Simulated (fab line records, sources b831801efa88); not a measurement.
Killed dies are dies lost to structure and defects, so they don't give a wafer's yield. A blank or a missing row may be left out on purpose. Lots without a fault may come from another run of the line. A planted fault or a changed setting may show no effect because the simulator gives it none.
Which tool did it? | flow sky130 | 13 lots, 39 wafers sampled, at 2 steps of a route of 708

WHAT THE GAUGES READ, wafer by wafer
SKY_CONTACT_CD_MEAS_14: target cd 170 nm.
lot  | measured     | on        | cd_nm (nm)
L162 | day 31 21:05 | cd_sem-01 | 169.5 170.2 168.9
L164 | day 32 15:54 | cd_sem-02 | 167.9 167.8 167.5
L165 | day 32 22:51 | cd_sem-01 | 170.5 170.4 169.0
L167 | day 33 03:36 | cd_sem-01 | 170.1 169.7 169.5
L169 | day 34 01:51 | cd_sem-01 | 170.0 170.9 171.3
L171 | day 34 08:28 | cd_sem-02 | 169.2 169.1 170.5
L172 | day 34 20:14 | cd_sem-02 | 171.4 170.1 171.6
L175 | day 35 20:03 | cd_sem-01 | 170.7 170.6 171.6
L179 | day 36 22:01 | cd_sem-02 | 167.7 169.8 169.8
L180 | day 37 16:49 | cd_sem-02 | 167.5 167.5 168.2
L182 | day 37 23:52 | cd_sem-02 | 172.2 172.6 173.2
L184 | day 38 11:42 | cd_sem-01 | 169.2 169.2 170.5
L185 | day 38 19:37 | cd_sem-02 | 168.9 168.0 169.8

SKY_CONTACT_RS_MEAS_25: measures by four-point-probe.
lot  | measured     | on            | CONTACT_W_RS (ohm/sq)
L162 | day 31 22:08 | film_metro-02 | 0.350 0.333 0.343
L164 | day 32 17:02 | film_metro-02 | 0.337 0.339 0.337
L165 | day 32 23:57 | film_metro-01 | 0.336 0.333 0.339
L167 | day 33 04:39 | film_metro-01 | 0.341 0.344 0.333
L169 | day 34 02:57 | film_metro-01 | 0.327 0.344 0.326
L171 | day 34 09:32 | film_metro-01 | 0.346 0.342 0.330
L172 | day 34 21:17 | film_metro-03 | 0.339 0.334 0.334
L175 | day 35 21:07 | film_metro-02 | 0.342 0.336 0.341
L179 | day 36 23:04 | film_metro-03 | 0.342 0.335 0.341
L180 | day 37 17:58 | film_metro-02 | 0.335 0.337 0.339
L182 | day 38 00:57 | film_metro-01 | 0.345 0.343 0.335
L184 | day 38 12:45 | film_metro-01 | 0.333 0.345 0.333
L185 | day 38 20:40 | film_metro-02 | 0.346 0.344 0.332

WHICH TOOL RAN EACH LOT (tool, then ch and the chambers of the sampled wafers, then the start)
The record holds no process step before these readings.

WHAT THE TOOLS THEMSELVES READ (means of the sampled wafers that have a number; where no wafer has one, the mark that the record gives instead)
The record holds no such reading with a usual standard deviation.

THE ANSWER, worked out from the rows above alone
Rule: what is usual is taken from the lots themselves. Put in order of their means at a reading, lots are off if they are a third of the lots or fewer, leave a main group of 4 or more, and stand apart from it by a gap of 3 or more times the standard deviation of the main group's means; of several such gaps the widest counts. A main group whose means are all the same, to the digits that the tables above print for the reading, isn't used. A lot without any number at a reading at which 4 lots or more have one is off too. The other lots that the step has rows for count as sound. The gauges are gone through in route order, then the tools' own readings, and for those a lot's mean is taken as printed above. The first step at which some lot is off is used, and at that step the reading that is off furthest; a lot without a number counts as furthest.
No lot is off at any reading shown: from this, nothing can be told.

WHAT THE SIMULATOR HAD PUT IN
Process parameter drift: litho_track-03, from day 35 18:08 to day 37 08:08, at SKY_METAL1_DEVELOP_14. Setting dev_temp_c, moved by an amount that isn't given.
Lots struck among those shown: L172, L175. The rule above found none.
